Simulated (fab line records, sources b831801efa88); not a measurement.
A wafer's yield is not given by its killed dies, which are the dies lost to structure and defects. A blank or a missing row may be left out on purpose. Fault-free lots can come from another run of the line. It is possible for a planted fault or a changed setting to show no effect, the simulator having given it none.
fab line records -- flow sky130
record lots=6, wafers=18, last-day=49
route steps=708 shown SONOS_TUNNEL@156 SONOS_ONO@168 PAD_OPEN@708
lots that met no fault: from a run of the same line without faults
start-h: hours from the record's opening day to when the first of the lot's shown wafers began -- wait-h: time in hours since the lot's previous step -- " same as the row above -- L1.1+2: a row that stands for several wafers -- - value missing, or start not given -- * or withheld: withheld -- < > ~ a bound
route shown NAME@n: a module of which the file shows steps, and the number in the route of the first -- usual: mean and standard deviation over wafers with no fault -- same: alike in all rows -- chamber/n: place in a boat -- sites: each site's reading -- _std_site: standard deviation across them -- _edge_site: inner sites' mean taken away from outer sites' mean -- radius-mm: for every site, how far away it sits from the centre of the wafer -- mask NAME#n: copy n -- behind: tool/chamber where the wafer was last shaped -- hold: cause of the lot's hold/its duration in hours/its outcome -- device: transistor that didn't switch, given as n, p or np -- end of line: tests run on the same wafers once the route is complete -- step lacking rows: just its recipe -- killed: the dies lost at the first sort to structure and to defects; this is not the yield of the wafer -- map: the dies of a wafer, with x for killed, . for not killed, _ for no die there
set.NAME: the setting as run; set.NAME@STEP: as run at that earlier step -- model.NAME: the simulator's own value behind a step, which no gauge read
lots at some steps of the route; a table a step, a row a wafer
services: from which hour (start-h, from the record's first day; less than 0 if before it) a tool's chamber was out of use, for how many hours, and why
## steps
# step SKY_SONOS_TUNNEL_COAT_02
# recipe resist=NOVOLAK, spin-rpm=3000, resist-thk-nm=1140
# step SKY_SONOS_TUNNEL_SOFTBAKE_03
# recipe temp-c=90, time-s=60, resist=NOVOLAK
# step SKY_SONOS_TUNNEL_EXPOSE_04
# recipe mask-id=TUNM, na=0.6, source-shape=conventional, sigma-outer=0.6, polarization=unpolarized, target-cd-nm=410, dose-mj=136
# step SKY_SONOS_TUNNEL_PEB_05
# recipe temp-c=withheld, time-s=*, resist=NOVOLAK
# step SKY_SONOS_TUNNEL_DEVELOP_06
# recipe resist=NOVOLAK, developer=TMAH, develop-time-s=60, dev-temp-c=23
# step SKY_SONOS_TUNNEL_CD_MEAS_07
# recipe target-cd-nm=410
# usual cd-nm=409.6/2.5
lot.wafer,tool,chamber,start-h,wait-h,cd-nm
L707.1,cd-sem-01,-,260.54,0.2,407.0
L707.2,cd-sem-01,-,260.54,0.2,405.4
L707.4,cd-sem-01,-,260.54,0.2,409.1
L711.1,cd-sem-02,-,298.22,0.1,414.9
L711.2,cd-sem-02,-,298.22,0.1,412.7
L711.6,cd-sem-02,-,298.22,0.1,412.0
L712.4,cd-sem-02,-,304.78,0.1,409.4
L712.5,cd-sem-02,-,304.78,0.1,411.3
L712.6,cd-sem-02,-,304.78,0.1,410.9
L721.1,cd-sem-01,-,372.63,0.1,409.0
L721.4,cd-sem-01,-,372.63,0.1,407.2
L721.6,cd-sem-01,-,372.63,0.1,410.6
L724.1,cd-sem-01,-,402.12,0.1,409.8
L724.5,cd-sem-01,-,402.12,0.1,406.4
L724.6,cd-sem-01,-,402.12,0.1,407.9
L725.2,cd-sem-01,-,409.84,0.1,409.4
L725.4,cd-sem-01,-,409.84,0.1,410.8
L725.6,cd-sem-01,-,409.84,0.1,411.4
# step SKY_SONOS_TUNNEL_OVL_MEAS_08
# usual SONOS_TUNNEL_OVL=0.3/1.4
lot.wafer,tool,chamber,start-h,wait-h,SONOS_TUNNEL_OVL[nm]
L707.1,overlay-02,-,260.66,0.1,-1.0
L707.2,overlay-02,-,260.66,0.1,-1.2
L707.4,overlay-02,-,260.66,0.1,-1.4
L711.1,overlay-01,-,298.34,0.1,1.6
L711.2,overlay-01,-,298.34,0.1,1.1
L711.6,overlay-01,-,298.34,0.1,2.5
L712.4,overlay-02,-,304.86,0.1,0.4
L712.5,overlay-02,-,304.86,0.1,-0.4
L712.6,overlay-02,-,304.86,0.1,-0.8
L721.1,overlay-02,-,372.75,0.1,2.9
L721.4,overlay-02,-,372.75,0.1,3.5
L721.6,overlay-02,-,372.75,0.1,2.2
L724.1,overlay-01,-,402.24,0.1,1.3
L724.5,overlay-01,-,402.24,0.1,0.6
L724.6,overlay-01,-,402.24,0.1,1.0
L725.2,overlay-02,-,409.94,0.1,-2.3
L725.4,overlay-02,-,409.94,0.1,-0.4
L725.6,overlay-02,-,409.94,0.1,-0.3
# step SKY_SONOS_TUNNEL_IMPLANT_09
# recipe species=B, energy-kev=20.29, dose-cm2=1e+12, tilt-deg=withheld
# step SKY_SONOS_TUNNEL_WET_ETCH_10
# recipe chemistry=dHF, target-depth-nm=14, target=SiO2, dilution=100:1, temp-c=25, time-s=280
# step SKY_SONOS_TUNNEL_STRIP_11
# recipe chemistry=SPM, time-s=600, temp-c=130
# step SKY_SONOS_TUNNEL_TW_MEAS_12
# usual SONOS_TUNNEL_TW=197.5/0.85
lot.wafer,tool,chamber,start-h,wait-h,SONOS_TUNNEL_TW
L707.1,film-metro-04,-,261.12,0.0,196.3
L707.2,film-metro-04,-,261.12,0.0,197.7
L707.4,film-metro-04,-,261.12,0.0,197.2
L711.1,film-metro-03,-,298.92,0.0,196.4
L711.2,film-metro-03,-,298.92,0.0,196.9
L711.6,film-metro-03,-,298.92,0.0,197.0
L712.4,film-metro-03,-,305.31,0.0,198.5
L712.5,film-metro-03,-,305.31,0.0,198.8
L712.6,film-metro-03,-,305.31,0.0,197.4
L721.1,film-metro-03,-,373.41,0.0,197.4
L721.4,film-metro-03,-,373.41,0.0,196.8
L721.6,film-metro-03,-,373.41,0.0,197.4
L724.1,film-metro-04,-,402.68,0.0,197.0
L724.5,film-metro-04,-,402.68,0.0,197.9
L724.6,film-metro-04,-,402.68,0.0,197.2
L725.2,film-metro-04,-,410.39,0.0,198.3
L725.4,film-metro-04,-,410.39,0.0,197.2
L725.6,film-metro-04,-,410.39,0.0,197.5
# step SKY_SONOS_TUNNEL_CLEAN_13
# recipe chemistry=dHF, time-s=20, dilution=100:1, dry=ipa-marangoni
# step SKY_SONOS_ONO_OXIDATION_00
# recipe temp-c=800, ambient=O2, idle-temp-c=700, ramp-up-c-per-min=10, ramp-down-c-per-min=3, stabilise-s=600, purge-s=300, target-thk-a=26, ox-time-s=1249
# usual ramp-down-c-per-min=3.0000/0.00057, ramp-up-c-per-min=9.9998/0.0018, spike-tc-bottom-C=823.9/2.9, spike-tc-centre-C=801.2/1.4, spike-tc-lower-C=801.1/1, spike-tc-top-C=813.6/1.2, spike-tc-upper-C=800.7/1.2, tube-center-temp-C=800/0.074, tube_center_temp_C_max=802.0/0.31, zone-power-top-pct=26.9/0.79
lot.wafer,tool,chamber,start-h,wait-h,ramp-down-c-per-min,ramp-up-c-per-min,spike-tc-bottom-C,spike-tc-centre-C,spike-tc-lower-C,spike-tc-top-C,spike-tc-upper-C,tube-center-temp-C,tube_center_temp_C_max,zone-power-top-pct,model.SiO2_of_SONOS_ONO_OXIDATION_00.thk-nm
L707.1,furnace-01,0,262.09,0.9,2.9996,10.000,821.6,801.9,803.1,812.5,800.7,800.14,802.0,27.5,2.568
L707.2,furnace-01,0,262.09,0.9,2.9998,9.9991,822.4,802.2,801.5,812.3,798.6,800.07,802.1,27.3,2.563
L707.4,furnace-01,0,262.09,0.9,3.0002,10.001,820.1,803.2,801.2,815.8,800.7,800.02,802.0,27.4,2.546
L711.1,furnace-02,0,301.46,2.4,2.9994,10.000,850.9,822.4,825.0,837.9,825.2,823.82,825.4,27.2,3.501
L711.2,furnace-02,0,301.46,2.4,3.0005,9.9967,850.4,822.8,824.3,838.0,823.0,823.76,825.7,27.2,3.55
L711.6,furnace-02,0,301.46,2.4,3.0001,9.9979,850.1,824.3,825.3,837.3,822.8,823.86,825.9,27.8,3.581
L712.4,furnace-02,0,306.99,1.6,2.9991,9.9990,850.1,824.5,825.3,837.8,822.4,823.77,825.6,27.1,3.631
L712.5,furnace-02,0,306.99,1.6,2.9996,9.9995,850.2,824.2,824.2,837.7,823.0,823.66,825.7,27.3,3.62
L712.6,furnace-02,0,306.99,1.6,3.0007,9.9997,850.1,825.7,824.4,838.4,823.7,823.72,826.9,27.2,3.608
L721.1,furnace-01,0,373.69,0.2,2.9995,10.001,820.5,801.7,800.0,813.0,802.0,800.05,802.2,27.7,2.546
L721.4,furnace-01,0,373.69,0.2,3.0003,10.003,821.1,801.3,801.7,811.9,800.9,800.04,802.3,27.3,2.587
L721.6,furnace-01,0,373.69,0.2,3.0004,10.002,822.1,801.0,801.2,812.8,800.6,800.06,802.3,27.5,2.588
L724.1,furnace-01,0,403.44,0.7,2.9996,10.004,821.8,800.8,802.0,812.4,802.5,800,802.1,27.5,2.518
L724.5,furnace-01,0,403.44,0.7,3.0017,10.003,821.8,802.4,801.7,811.4,801.0,799.97,802.1,27.5,2.527
L724.6,furnace-01,0,403.44,0.7,3.0000,9.9972,821.0,801.8,800.8,815.0,800.1,800.14,801.9,27.7,2.546
L725.2,furnace-02,0,411.63,1.2,3.0004,9.9980,827.6,799.3,802.5,812.8,799.7,799.98,802.4,26.3,2.559
L725.4,furnace-02,0,411.63,1.2,3.0003,10.001,828.0,799.9,799.5,815.3,800.5,799.92,801.6,25.8,2.615
L725.6,furnace-02,0,411.63,1.2,3.0000,9.9983,828.7,799.9,801.6,813.5,799.6,799.93,801.7,25.9,2.643
# step SKY_SONOS_ONO_THK_MEAS_01
# recipe reads=SiO2_of_SONOS_ONO_OXIDATION_00
# usual SONOS_ONO_OXIDATION_THK=2.57/0.05
lot.wafer,tool,chamber,start-h,wait-h,SONOS_ONO_OXIDATION_THK[nm]
L707.1,film-metro-04,-,263.44,0.0,2.55
L707.2,film-metro-04,-,263.44,0.0,2.57
L707.4,film-metro-04,-,263.44,0.0,2.49
L711.1,film-metro-04,-,302.81,0.0,3.53
L711.2,film-metro-04,-,302.81,0.0,3.59
L711.6,film-metro-04,-,302.81,0.0,3.57
L712.4,film-metro-04,-,308.37,0.0,3.68
L712.5,film-metro-04,-,308.37,0.0,3.60
L712.6,film-metro-04,-,308.37,0.0,3.59
L721.1,film-metro-02,-,375.04,0.0,2.59
L721.4,film-metro-02,-,375.04,0.0,2.60
L721.6,film-metro-02,-,375.04,0.0,2.56
L724.1,film-metro-01,-,404.78,0.0,2.54
L724.5,film-metro-01,-,404.78,0.0,2.47
L724.6,film-metro-01,-,404.78,0.0,2.53
L725.2,film-metro-02,-,412.99,0.0,2.54
L725.4,film-metro-02,-,412.99,0.0,2.63
L725.6,film-metro-02,-,412.99,0.0,2.60
# step SKY_SONOS_ONO_CVD_02
# recipe material=Si3N4, precursor=DCS/NH3, target-thk-nm=10.5, temp-c=770, time-s=180, pressure-mtorr=250
# step SKY_PAD_OPEN_PROBE_99
# usual killed_at_M0_to_M3=44/7, killed_at_M4_up=3.0/1.8, killed-at-contacts=24/4.9, killed-at-front-end=15/5, killed-at-other=0.2/0.53, killed-dies=87/8.7, killed-open=48/6.8, killed-short=39/5.7
# same gross-dies=492, killed-at-back-side=0
lot.wafer,tool,chamber,start-h,wait-h,killed_at_M0_to_M3,killed_at_M4_up,killed-at-contacts,killed-at-front-end,killed-at-other,killed-dies,killed-open,killed-short,model.etest.sonos-erased.drive-ua-um,model.etest.sonos-uncharged.r-on-ohm-um,model.etest.sonos-erased.vt-v,model.etest.sonos-programmed.off-log10-a-um,model.etest.cap-ono.gate-log10-a-cm2,model.etest.cap-ono.gate-bv-v,model.etest.cap-ono.tox-acc-nm,model.etest.sonos-programmed.vt-v
L707.1,prober-01,-,1087.70,0.1,44,5,31,15,0,95,55,40,189.6,811.7,-2.259,-13.88,-7.971,16.34,12.89,1.433
L707.2,prober-01,-,1087.75,0.1,46,5,24,8,0,83,54,29,224.4,813.2,-2.354,-13.86,-7.719,16.11,12.77,1.52
L707.4,prober-01,-,1087.85,0.2,40,0,27,11,0,78,45,33,182.8,814.5,-2.281,-14.05,-7.905,16.45,12.88,1.466
L711.1,prober-01,-,1117.40,0.1,26,4,27,7,0,64,28,36,21.2,838.2,-0.387,-13.63,-8.897,17.46,13.64,1.024
L711.2,prober-01,-,1117.45,0.1,50,1,31,5,0,87,49,38,22.01,834,-0.4089,-12.75,-9.076,17.2,13.78,0.8975
L711.6,prober-01,-,1117.65,0.2,50,4,27,9,1,91,49,42,21.48,853.7,-0.4174,-13.07,-9.044,17.29,13.8,0.8903
L712.4,prober-02,-,1120.75,0.2,38,4,27,12,0,81,34,47,20.41,849.7,-0.3693,-12.36,-8.924,17.39,13.68,0.8448
L712.5,prober-02,-,1120.80,0.2,34,3,25,19,0,81,44,37,21.86,836.6,-0.4037,-11.85,-9.195,17.22,13.86,0.78
L712.6,prober-02,-,1120.85,0.2,40,1,18,16,0,75,43,32,19.77,841.6,-0.3549,-12.05,-9.139,17.24,13.8,0.822
L721.1,prober-01,-,1162.97,0.1,48,6,28,11,0,93,50,43,174.8,812.5,-2.311,-13.77,-7.765,15.83,12.72,1.52
L721.4,prober-01,-,1163.12,0.2,49,2,28,15,0,94,58,36,202.8,809.1,-2.275,-14.06,-7.903,16.36,12.87,1.428
L721.6,prober-01,-,1163.22,0.2,45,5,20,18,0,88,54,34,159.9,808.5,-2.238,-14.08,-7.829,16.39,12.9,1.474
L724.1,prober-02,-,1180.66,0.1,55,3,18,12,0,88,44,44,197.2,794.8,-2.314,-13.92,-7.83,16.56,12.86,1.492
L724.5,prober-02,-,1180.86,0.2,52,2,21,12,1,88,49,39,186.1,810.1,-2.264,-14.06,-8.01,16.2,12.93,1.44
L724.6,prober-02,-,1180.91,0.2,53,0,19,16,0,88,55,33,196.2,794.3,-2.272,-13.8,-8.042,16.55,12.91,1.39
L725.2,prober-01,-,1186.06,0.1,40,2,22,11,0,75,41,34,202.2,806,-2.298,-13.99,-7.996,16.04,12.93,1.414
L725.4,prober-01,-,1186.16,0.2,64,2,21,24,0,111,70,41,177.5,798.2,-2.234,-14,-7.984,16.73,12.94,1.43
L725.6,prober-01,-,1186.26,0.2,40,2,24,19,0,85,34,51,205.7,811,-2.219,-14.05,-8.183,16.18,13.09,1.375
# killed by level:class
L707.1 VIA1:geometric-particle:open=18 LI_CONTACT:geometric-particle:open=12 CONTACT:geometric-particle:open=6 LOCAL_INTERCONNECT:geometric-particle:short=5 VIA1:geometric-particle:short=5 POLY_GATE:geometric-particle:short=4 LI_CONTACT:geometric-particle:short=4 METAL1:geometric-particle:short=4
L707.2 CONTACT:geometric-particle:open=11 VIA1:geometric-particle:open=10 VIA2:geometric-particle:open=9 VIA3:geometric-particle:open=8 LI_CONTACT:geometric-particle:open=5 FIELD_ISO:geometric-particle:open=4 VIA3:geometric-particle:short=4 POLY_GATE:geometric-particle:open=3
L707.4 LI_CONTACT:geometric-particle:open=10 VIA1:geometric-particle:open=8 CONTACT:geometric-particle:open=7 LOCAL_INTERCONNECT:geometric-particle:short=5 METAL1:geometric-particle:short=5 METAL2:geometric-particle:short=5 VIA2:geometric-particle:open=5 POLY_GATE:geometric-particle:open=4
L711.1 CONTACT:geometric-particle:short=8 CONTACT:geometric-particle:open=6 LI_CONTACT:geometric-particle:open=5 VIA1:geometric-particle:open=5 LI_CONTACT:geometric-particle:short=4 VIA2:geometric-particle:open=4 LOCAL_INTERCONNECT:geometric-particle:short=3 METAL1:geometric-particle:short=3
L711.2 CONTACT:geometric-particle:open=11 VIA1:geometric-particle:open=10 METAL2:geometric-particle:short=10 VIA2:geometric-particle:open=9 LI_CONTACT:geometric-particle:open=8 CONTACT:geometric-particle:short=5 VIA1:geometric-particle:short=5 VIA3:geometric-particle:open=5
L711.6 VIA2:geometric-particle:open=14 CONTACT:geometric-particle:open=10 LI_CONTACT:geometric-particle:short=6 METAL1:geometric-particle:short=6 VIA1:geometric-particle:open=6 VIA3:geometric-particle:open=6 CONTACT:geometric-particle:short=5 LI_CONTACT:geometric-particle:open=5
L712.4 LOCAL_INTERCONNECT:geometric-particle:short=10 METAL1:geometric-particle:short=9 LI_CONTACT:geometric-particle:open=7 CONTACT:geometric-particle:open=6 VIA1:geometric-particle:open=6 VIA1:geometric-particle:short=5 METAL2:geometric-particle:short=5 METAL4:geometric-particle:short=4
L712.5 FIELD_ISO:geometric-particle:open=9 LI_CONTACT:geometric-particle:open=8 METAL2:geometric-particle:short=8 VIA2:geometric-particle:open=7 LOCAL_INTERCONNECT:geometric-particle:short=6 METAL1:geometric-particle:short=6 FIELD_ISO:geometric-particle:short=4 LI_CONTACT:geometric-particle:short=4
L712.6 VIA3:geometric-particle:open=10 VIA1:geometric-particle:open=8 CONTACT:geometric-particle:open=7 LI_CONTACT:geometric-particle:open=6 FIELD_ISO:geometric-particle:short=4 METAL2:geometric-particle:short=4 VIA2:geometric-particle:open=4 METAL3:geometric-particle:short=4
L721.1 VIA1:geometric-particle:open=11 LI_CONTACT:geometric-particle:open=8 METAL2:geometric-particle:short=8 CONTACT:geometric-particle:open=7 LI_CONTACT:geometric-particle:short=6 METAL1:geometric-particle:short=6 VIA1:geometric-particle:short=6 VIA3:geometric-particle:open=6
L721.4 VIA1:geometric-particle:open=14 CONTACT:geometric-particle:open=9 VIA2:geometric-particle:open=9 LOCAL_INTERCONNECT:geometric-particle:open=5 METAL1:geometric-particle:short=5 METAL2:geometric-particle:short=5 POLY_GATE:geometric-particle:open=4 LI_CONTACT:geometric-particle:open=4
L721.6 VIA1:geometric-particle:open=15 CONTACT:geometric-particle:open=9 VIA3:geometric-particle:open=7 METAL1:geometric-particle:short=6 VIA2:geometric-particle:open=6 FIELD_ISO:geometric-particle:open=5 METAL2:geometric-particle:short=5 POLY_GATE:geometric-particle:short=4
L724.1 VIA1:geometric-particle:open=12 METAL1:geometric-particle:short=10 VIA2:geometric-particle:open=9 VIA1:geometric-particle:short=7 FIELD_ISO:geometric-particle:short=5 LI_CONTACT:geometric-particle:open=5 CONTACT:geometric-particle:open=5 METAL2:geometric-particle:short=5
L724.5 VIA1:geometric-particle:open=17 VIA3:geometric-particle:open=8 VIA1:geometric-particle:short=6 VIA2:geometric-particle:open=6 CONTACT:geometric-particle:short=5 CONTACT:geometric-particle:open=5 POLY_CUT:geometric-particle:short=4 LI_CONTACT:geometric-particle:open=4
L724.6 VIA2:geometric-particle:open=13 VIA1:geometric-particle:open=11 CONTACT:geometric-particle:open=8 VIA3:geometric-particle:open=8 VIA1:geometric-particle:short=6 FIELD_ISO:geometric-particle:open=5 LI_CONTACT:geometric-particle:open=4 FIELD_ISO:geometric-particle:short=3
L725.2 CONTACT:geometric-particle:open=10 LOCAL_INTERCONNECT:geometric-particle:short=7 VIA1:geometric-particle:open=7 VIA3:geometric-particle:open=7 METAL1:geometric-particle:short=5 METAL2:geometric-particle:short=5 METAL3:geometric-particle:short=5 FIELD_ISO:geometric-particle:open=4
L725.4 VIA1:geometric-particle:open=21 CONTACT:geometric-particle:open=12 VIA3:geometric-particle:open=10 VIA2:geometric-particle:open=7 POLY_GATE:geometric-particle:open=7 VIA1:geometric-particle:short=6 METAL2:geometric-particle:short=6 POLY_GATE:geometric-particle:short=5
L725.6 METAL1:geometric-particle:short=9 CONTACT:geometric-particle:short=9 POLY_GATE:geometric-particle:short=8 VIA1:geometric-particle:open=8 CONTACT:geometric-particle:open=7 FIELD_ISO:geometric-particle:open=4 LOCAL_INTERCONNECT:geometric-particle:short=4 VIA1:geometric-particle:short=4
## services
tool,chamber,start-h,hours,kind
furnace-01,-,248.96,3.0,pm
furnace-01,-,285.14,4.1,pm
furnace-02,-,295.47,3.6,pm
furnace-01,-,324.63,4.1,pm
furnace-02,-,329.69,3.7,pm
## key
first-sign step=SKY_SONOS_ONO_OXIDATION_00, reading=tube-center-temp-C, direction=up, sigmas=99+, usual=*, struck=*
effect step=SKY_SONOS_ONO_OXIDATION_00, reading=tube_center_temp_C_max, direction=up, sigmas=77, usual=*, struck=*
effect step=SKY_SONOS_ONO_THK_MEAS_01, reading=SONOS_ONO_OXIDATION_THK, direction=up, sigmas=21, usual=2.57, struck=3.59
model-effect step=SKY_SONOS_ONO_OXIDATION_00, value=SiO2_of_SONOS_ONO_OXIDATION_00.thk-nm, without=2.568, struck=3.582
model-effect step=SKY_PAD_OPEN_PROBE_99, value=etest.sonos-erased.drive-ua-um, without=186.1, struck=21.12
met-at SKY_SONOS_ONO_OXIDATION_00
struck-wafers L711.1,L711.2,L711.6,L712.4,L712.5,L712.6
tester-left-out L711,L712
fault kind=process-parameter-drift, tool=furnace-02, chamber=-, onset-h=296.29, steps=SKY_SONOS_ONO_OXIDATION_00, channel=temp-c, offset=*, shape=step, end-h=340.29, acts-in=*, stated=*
# tester-left-out: of these lots the tester's yield and bins aren't shown, on N5 and GAA mostly nor the transistor test; their killed dies are dies lost to structure and defects alone, not to doping, threshold or leakage, so they don't give the yield
